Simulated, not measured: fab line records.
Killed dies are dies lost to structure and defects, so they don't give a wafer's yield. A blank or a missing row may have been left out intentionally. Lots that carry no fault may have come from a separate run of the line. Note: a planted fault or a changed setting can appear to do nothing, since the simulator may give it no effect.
fab line records	flow sky130
record: lots: 6	wafers: 18	lastDay: 50
route steps=708 shown METAL1@446 VIA1@458 PAD_OPEN@708
lots that met no fault: from a run of the same line without faults
startH: start of the lot's first displayed wafer, in hours after the record's first day	waitH: time in hours since the lot's previous step	" repeats the value in the row above	L1.1+2: one row covering several wafers at once	- no value present, or no start provided	* or withheld: withheld	< > ~ a bound
route shown NAME@n: a module of which the file shows steps, and the number in the route of the first	usual: mean/standard deviation taken from wafers without a fault	same: alike in all rows	chamber/n: place in a boat	sites: per-site readings	_std_site: standard deviation of those values	_edge_site: mean of outer sites minus mean of inner sites	radiusMm: for every site, how far away it sits from the centre of the wafer	mask NAME#n: copy n	behind: tool/chamber where the wafer was last shaped	hold: cause of the lot's hold/its duration in hours/its outcome	device: which transistor (n, p or np) failed to switch	end of line: tests run on the same wafers once the route is complete	where a step has no rows: the recipe by itself	killed: at the first sort, the dies lost to defects and structure; wafer yield is something else	map: per-die view of a wafer (x killed, . not killed, _ where there is no die)
set.NAME: the run value of the setting; set.NAME@STEP: its run value at that earlier step	model.NAME: the simulator's own value behind a step, which no gauge read
a table for each step, a row for each wafer; lots at some steps of the route
services: a tool's chamber out of use, with start hour (startH, from the record's first day; less than 0 if before it), hours out, and reason
== steps ==
step: SKY_METAL1_EXPOSE_12
recipe: maskId: MM1	na: 0.8	sourceShape: annular	sigmaInner: 0.55	sigmaOuter: 0.85	targetCdNm: 140	doseMj: 28
step: SKY_METAL1_PEB_13
recipe: pebTempC: withheld	pebTimeS: withheld	resist: KrF-thick
step: SKY_METAL1_DEVELOP_14
recipe: developTimeS: 60	resist: KrF-thick	devTempC: 21
step: SKY_METAL1_CD_MEAS_15
recipe: targetCdNm: 140
usual: cdNm: 139.9/1.3
lot.wafer	tool	chamber	startH	waitH	cdNm
L710.1	cdSem-02	-	818.40	-	140.3
L710.4	"	-	"	"	140.0
L710.5	"	-	"	"	140.4
L712.3	cdSem-01	-	832.34	-	139.5
L712.4	"	-	"	"	138.8
L712.6	"	-	"	"	139.2
L713.2	cdSem-02	-	841.17	-	136.7
L713.3	"	-	"	"	137.7
L713.6	"	-	"	"	138.2
L721.1	cdSem-01	-	895.15	-	140.9
L721.5	"	-	"	"	142.7
L721.6	"	-	"	"	142.1
L722.2	cdSem-02	-	900.37	-	138.6
L722.5	"	-	"	"	140.1
L722.6	"	-	"	"	142.5
L725.1	cdSem-01	-	924.40	-	140.0
L725.4	"	-	"	"	140.0
L725.6	"	-	"	"	141.4
step: SKY_METAL1_OVL_MEAS_16
usual: METAL1_OVL: -2/5.7
lot.wafer	tool	chamber	startH	waitH	METAL1_OVL[nm]
L710.1	overlay-01	-	818.52	0.1	-2
L710.4	"	-	"	"	-6
L710.5	"	-	"	"	-10
L712.3	overlay-01	-	832.44	0.1	15
L712.4	"	-	"	"	0
L712.6	"	-	"	"	3
L713.2	overlay-02	-	841.28	0.1	0
L713.3	"	-	"	"	6
L713.6	"	-	"	"	2
L721.1	overlay-02	-	895.27	0.1	3
L721.5	"	-	"	"	0
L721.6	"	-	"	"	0
L722.2	overlay-01	-	900.47	0.1	3
L722.5	"	-	"	"	1
L722.6	"	-	"	"	1
L725.1	overlay-01	-	924.52	0.1	-10
L725.4	"	-	"	"	-11
L725.6	"	-	"	"	-8
step: SKY_METAL1_DESCUM_17
recipe: chemistry: O2	sourcePowerW: 150	biasPowerW: 0	pressureMtorr: 10	tempC: 40	timeS: 8
usual: drypumpMotorCurrentA: 5.5/0.37	oesProductAu: 1.004/0.01
lot.wafer	tool	chamber	startH	waitH	drypumpMotorCurrentA	oesProductAu	rfHoursCounterH
L710.1	rieMetal-03	0	818.55	0.0	5.1	1.007	5
L710.4	"	1	"	"	5.2	1.001	-
L710.5	"	1	"	"	5.2	0.990	-
L712.3	rieMetal-01	0	832.47	0.0	5.9	1.014	-
L712.4	"	1	"	"	5.3	0.995	-
L712.6	"	1	"	"	5.3	0.983	-
L713.2	rieMetal-01	1	841.32	0.0	5.3	0.984	-
L713.3	"	1	"	"	5.3	0.998	-
L713.6	"	1	"	"	5.3	0.995	-
L721.1	rieMetal-01	0	895.31	0.0	5.9	1.009	1
L721.5	"	0	"	"	5.9	1.014	-
L721.6	"	1	"	"	5.4	0.999	-
L722.2	rieMetal-04	0	900.50	0.0	6.3	0.991	12
L722.5	"	1	"	"	5.6	0.993	-
L722.6	"	0	"	"	6.3	0.992	-
L725.1	rieMetal-01	0	924.56	0.0	5.9	1.001	3
L725.4	"	0	"	"	5.9	1.013	-
L725.6	"	0	"	"	5.9	1.000	-
step: SKY_METAL1_ETCH_18
recipe: chemistry: N2/H2	target: BARC	ionEnergyEv: 200	biasW: 100	pressureMtorr: 30	n2FlowSccm: 100	h2FlowSccm: 200	icpW: 500	stopOn: SiO2	timeS: 45.9	targetDepthA: 600
usual: drypumpMotorCurrentA: 5.5/0.38	oesProductAu: 0.855/0.0049	throttleValvePct: 13.225/0.0082
lot.wafer	tool	chamber	startH	waitH	drypumpMotorCurrentA	oesProductAu	rfHoursCounterH	throttleValvePct
L710.1	rieMetal-03	0	818.58	0.0	5.1	0.861	5	13.223
L710.4	"	1	"	"	5.2	0.855	-	13.216
L710.5	"	1	"	"	5.1	0.848	-	13.229
L712.3	rieMetal-01	0	832.51	0.0	5.9	0.856	-	13.235
L712.4	"	1	"	"	5.4	0.864	-	13.232
L712.6	"	1	"	"	5.3	0.857	-	13.243
L713.2	rieMetal-01	1	841.39	0.1	5.4	0.856	-	13.210
L713.3	"	1	"	"	5.4	0.861	-	13.223
L713.6	"	1	"	"	5.4	0.860	-	13.214
L721.1	rieMetal-01	0	895.34	0.0	5.9	0.852	1	13.223
L721.5	"	0	"	"	5.9	0.848	-	13.224
L721.6	"	1	"	"	5.4	0.856	-	13.225
L722.2	rieMetal-04	0	900.54	0.0	6.3	0.854	12	13.222
L722.5	"	1	"	"	5.6	0.862	-	13.232
L722.6	"	0	"	"	6.3	0.852	-	13.220
L725.1	rieMetal-01	0	924.59	0.0	5.9	0.859	3	13.240
L725.4	"	0	"	"	5.9	0.862	-	13.202
L725.6	"	0	"	"	5.9	0.859	-	13.233
step: SKY_METAL1_METAL_ETCH_19
recipe: targetDepthA: 3600	stopOn: SiO2	overEtchFrac: 0.3	timeS: 78	chemistry: Cl2/BCl3	resistSidewallDeg: 88	pressureMtorr: 10	icpW: 900	biasW: 48.5	Cl2_flow_sccm: 60	bcl3FlowSccm: 30
usual: drypumpMotorCurrentA: 5.5/0.37	oesProductAu: 0.855/0.0051	throttleValvePct: 22.264/0.0087
lot.wafer	tool	chamber	startH	waitH	drypumpMotorCurrentA	oesProductAu	rfHoursCounterH	throttleValvePct
L710.1	rieMetal-03	0	818.65	0.0	5.1	0.865	5	22.257
L710.4	"	1	"	"	5.1	0.859	-	22.269
L710.5	"	1	"	"	5.1	0.844	-	22.265
L712.3	rieMetal-01	0	832.58	0.1	5.9	0.853	-	22.262
L712.4	"	1	"	"	5.3	0.853	-	22.261
L712.6	"	1	"	"	5.4	0.864	-	22.278
L713.2	rieMetal-01	1	841.53	0.1	5.4	0.848	-	22.259
L713.3	"	1	"	"	5.4	0.859	-	22.259
L713.6	"	1	"	"	5.4	0.848	-	22.269
L721.1	rieMetal-01	0	895.40	0.0	5.9	0.852	2	22.252
L721.5	"	0	"	"	5.9	0.853	-	22.269
L721.6	"	1	"	"	5.4	0.854	-	22.270
L722.2	rieMetal-04	0	900.60	0.0	6.3	0.855	12	22.255
L722.5	"	1	"	"	5.5	0.852	-	22.264
L722.6	"	0	"	"	6.3	0.860	-	22.274
L725.1	rieMetal-01	0	924.65	0.0	5.8	0.852	3	22.258
L725.4	"	0	"	"	5.9	0.859	-	22.272
L725.6	"	0	"	"	5.9	0.857	-	22.259
step: SKY_METAL1_STRIP_20
recipe: chemistry: O2/N2	powerW: 1400	pressureMtorr: 1500	platenTempC: withheld	o2FlowSccm: 3000	n2FlowSccm: 300	overashFraction: 0.5
usual: drypumpMotorCurrentA: 5.9/0.3	oesProductAu: 0.342/0.0051	stripTimeToEndpointS: 2.68/0.047
lot.wafer	tool	chamber	startH	waitH	drypumpMotorCurrentA	oesProductAu	rfHoursCounterH	stripTimeToEndpointS
L710.1	plasmaAsher-04	0	818.74	0.1	6.1	0.339	38	2.65
L710.4	"	0	"	"	6.2	0.340	-	2.72
L710.5	"	0	"	"	6.2	0.342	-	2.73
L712.3	plasmaAsher-04	1	832.68	0.1	5.7	0.345	-	2.69
L712.4	"	0	"	"	6.2	0.350	-	2.81
L712.6	"	1	"	"	5.7	0.346	-	2.78
L713.2	plasmaAsher-02	0	841.68	0.1	5.7	0.343	65	2.75
L713.3	"	1	"	"	6.3	0.340	-	2.77
L713.6	"	0	"	"	5.7	0.343	-	2.76
L721.1	plasmaAsher-02	1	895.49	0.1	6.3	0.345	71	2.68
L721.5	"	1	"	"	6.3	0.338	-	2.66
L721.6	"	0	"	"	5.7	0.345	-	2.70
L722.2	plasmaAsher-03	0	900.69	0.1	5.7	0.347	109	2.66
L722.5	"	0	"	"	5.7	0.354	-	2.67
L722.6	"	1	"	"	5.6	0.341	-	2.69
L725.1	plasmaAsher-02	0	924.74	0.1	5.7	0.337	74	2.66
L725.4	"	1	"	"	6.4	0.338	-	2.70
L725.6	"	0	"	"	5.7	0.348	-	2.66
step: SKY_METAL1_STRIP_21
recipe: chemistry: postEtchResidueRemover	timeS: 1200	tempC: 72.5
step: SKY_METAL1_CLEAN_22
recipe: chemistry: IPA	timeS: 180	tempC: 25
step: SKY_METAL1_CLEAN_23
recipe: chemistry: O3/DIW	dry: n2Spin
step: SKY_VIA1_HDPCVD_00
recipe: material: SiO2	targetThkNm: 1030	sigmaOpenFrac: 0.3	timeS: 171.7	tempC: 400	sih4FlowSccm: 61.11	pressureMtorr: 6
usual: runLengthS: 199.4/0.57
lot.wafer	tool	chamber	startH	waitH	runLengthS	model.SiO2_of_VIA1_HDPCVD_00.thkNm
L710.1	hdpcvd-02	1	819.38	0.0	198.6	1042
L710.4	"	0	"	"	200.1	1046
L710.5	"	1	"	"	198.6	1032
L712.3	hdpcvd-02	1	833.30	0.0	198.5	1055
L712.4	"	1	"	"	198.3	1042
L712.6	"	2	"	"	199.2	1052
L713.2	hdpcvd-01	2	842.27	0.0	199.3	1040
L713.3	"	0	"	"	199.3	1047
L713.6	"	0	"	"	199.6	1048
L721.1	hdpcvd-01	2	896.09	0.0	199.3	1056
L721.5	"	1	"	"	183.5	949.1
L721.6	"	0	"	"	199.0	1055
L722.2	hdpcvd-01	1	901.28	0.0	183.8	959.5
L722.5	"	2	"	"	199.5	1038
L722.6	"	1	"	"	183.8	955
L725.1	hdpcvd-02	1	925.43	0.0	198.4	1042
L725.4	"	2	"	"	199.2	1049
L725.6	"	1	"	"	198.9	1034
step: SKY_VIA1_THK_MEAS_01
recipe: reads: SiO2_of_VIA1_HDPCVD_00
usual: VIA1_HDPCVD_THK: 1047/10
lot.wafer	tool	chamber	startH	waitH	VIA1_HDPCVD_THK[nm]
L710.1	filmMetro-02	-	819.49	0.1	1042
L710.4	"	-	"	"	1046
L710.5	"	-	"	"	1032
L712.3	filmMetro-03	-	833.43	0.1	1056
L712.4	"	-	"	"	1041
L712.6	"	-	"	"	1051
L713.2	filmMetro-03	-	842.39	0.1	1039
L713.3	"	-	"	"	1048
L713.6	"	-	"	"	1048
L721.1	filmMetro-03	-	896.20	0.1	1056
L721.5	"	-	"	"	949
L721.6	"	-	"	"	1055
L722.2	filmMetro-02	-	901.40	0.1	960
L722.5	"	-	"	"	1038
L722.6	"	-	"	"	955
L725.1	filmMetro-03	-	925.55	0.1	1042
L725.4	"	-	"	"	1048
L725.6	"	-	"	"	1034
step: SKY_VIA1_CMP_02
recipe: material: SiO2	downForcePsi: 4	platenRpm: 60	padVelocityMS: 0.94248
usual: edgeZonePressureFrac: 1.000/0.0053	motorCurrentA: 12.6/1.4
lot.wafer	tool	chamber	startH	waitH	edgeZonePressureFrac	motorCurrentA
L710.4	cmp-02	1	819.60	0.1	0.996	12.7
L710.1	"	3	"	"	1.005	10.4
L710.5	"	0	"	"	0.990	13.7
L712.4	cmp-01	2	833.52	0.1	1.002	11.6
L712.3	"	3	"	"	0.998	11.6
L712.6	"	1	"	"	1.008	14.6
L713.3	cmp-02	1	842.49	0.1	0.997	13.1
L713.2	"	3	"	"	0.999	10.7
L713.6	"	1	"	"	1.010	13.4
L721.1	cmp-01	2	896.31	0.1	0.997	11.1
L721.5	"	1	"	"	0.999	14.9
L721.6	"	2	"	"	0.992	10.5
L722.2	cmp-01	1	901.45	0.0	0.993	15.4
L722.6	"	1	"	"	0.991	15.0
L722.5	"	2	"	"	1.005	11.3
L725.1	cmp-02	0	925.66	0.1	1.004	13.5
L725.4	"	2	"	"	0.999	12.1
L725.6	"	3	"	"	1.005	11.2
step: SKY_PAD_OPEN_PROBE_99
usual: defectLimitedYield: 82.5/2.2	killed_at_M0_to_M3: 43/7.5	killed_at_M4_up: 3.2/1.9	killedAtContacts: 24/5.6	killedAtFrontEnd: 15/4.8	killedAtOther: 0.2/0.54	killedDies: 86/11	killedOpen: 47/7.6	killedShort: 39/7.1	sort_bin_3_pad_short: 0.8/0.36	sort_bin_5_function: 10.4/1.6	sort_bin_6_memory: 6.3/1.3	sortNPass: 406/11	sortYieldPct: 82.5/2.2
same: grossDies: 492	killedAtBackSide: 0	sort_bin_4_leakage[%]: 0	sort_bin_8_speed[%]: 0
lot.wafer	tool	chamber	startH	waitH	defectLimitedYield[%]	killed_at_M0_to_M3	killed_at_M4_up	killedAtContacts	killedAtFrontEnd	killedAtOther	killedDies	killedOpen	killedShort	sort_bin_3_pad_short[%]	sort_bin_5_function[%]	sort_bin_6_memory[%]	sortNPass	sortYieldPct[%]
L725.1	prober-01	-	1201.15	0.1	84.6	40	4	18	14	0	76	46	30	0.6	10.4	4.5	416	84.6
L725.4	prober-01	-	1201.30	0.2	85.6	29	6	19	17	0	71	29	42	1.4	7.1	5.9	421	85.6
L725.6	prober-01	-	1201.40	0.2	81.9	38	1	24	26	0	89	57	32	0.6	10.0	7.5	403	81.9
killed by level:class
L725.1 VIA3:geometricParticle:open=10 CONTACT:geometricParticle:open=8 VIA1:geometricParticle:open=8 FIELD_ISO:geometricParticle:open=6 POLY_GATE:geometricParticle:open=5 VIA1:geometricParticle:short=5 LI_CONTACT:geometricParticle:short=4 METAL1:geometricParticle:short=4
L725.4 METAL1:geometricParticle:short=9 FIELD_ISO:geometricParticle:short=8 LI_CONTACT:geometricParticle:open=6 CONTACT:geometricParticle:open=5 VIA3:geometricParticle:open=5 VIA1:geometricParticle:short=5 CONTACT:geometricParticle:short=4 POLY_GATE:geometricParticle:short=3
L725.6 LI_CONTACT:geometricParticle:open=11 VIA2:geometricParticle:open=9 VIA3:geometricParticle:open=9 FIELD_ISO:geometricParticle:short=8 CONTACT:geometricParticle:open=8 POLY_GATE:geometricParticle:open=6 VIA1:geometricParticle:open=6 FIELD_ISO:geometricParticle:open=5
== services ==
tool	chamber	startH	hours	kind
plasmaAsher-02	-	802.50	4.5	repair
rieMetal-04	-	804.12	1.2	repair
cmp-01	-	824.00	2.6	repair
plasmaAsher-03	-	825.60	2.8	pm
hdpcvd-01	-	827.85	6.0	pm
rieMetal-01	0	839.52	-	clean
rieMetal-01	0	839.52	19.4	scheduledDown
rieMetal-01	0	839.52	19.4	ventCycle
hdpcvd-01	-	844.66	2.8	pm
cmp-02	-	847.37	3.4	repair
rieMetal-03	1	854.95	-	clean
rieMetal-03	1	854.95	38.8	scheduledDown
rieMetal-03	1	854.95	38.8	ventCycle
hdpcvd-02	0	866.77	10.3	repair
hdpcvd-01	-	866.89	14.6	pm
cmp-02	-	868.86	7.6	pm
cmp-01	-	870.98	2.0	repair
plasmaAsher-02	-	882.30	0.4	repair
rieMetal-04	-	888.27	0.5	repair
plasmaAsher-03	-	890.21	1.0	repair
cmp-02	-	912.11	4.0	pm
cmp-02	-	916.11	-	consumableReplace:conditioner
cmp-02	-	916.11	-	consumableReplace:pad
== key ==
firstSign: step: SKY_VIA1_HDPCVD_00	reading: runLengthS	direction: down	sigmas: 27	usual: *	struck: *
effect: step: SKY_VIA1_THK_MEAS_01	reading: VIA1_HDPCVD_THK	direction: down	sigmas: 9.1	usual: 1047	struck: 955
modelEffect: step: SKY_VIA1_HDPCVD_00	value: SiO2_of_VIA1_HDPCVD_00.thkNm	without: 1052	struck: 954.5
metAt SKY_VIA1_HDPCVD_00
struckWafers L721.5,L722.2,L722.6
fault: kind: processParameterDrift	tool: hdpcvd-01	chamber: 1	onsetH: 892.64	steps: SKY_VIA1_HDPCVD_00	channel: timeS	offset: *	shape: step	endH: 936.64	actsIn: *	stated: *
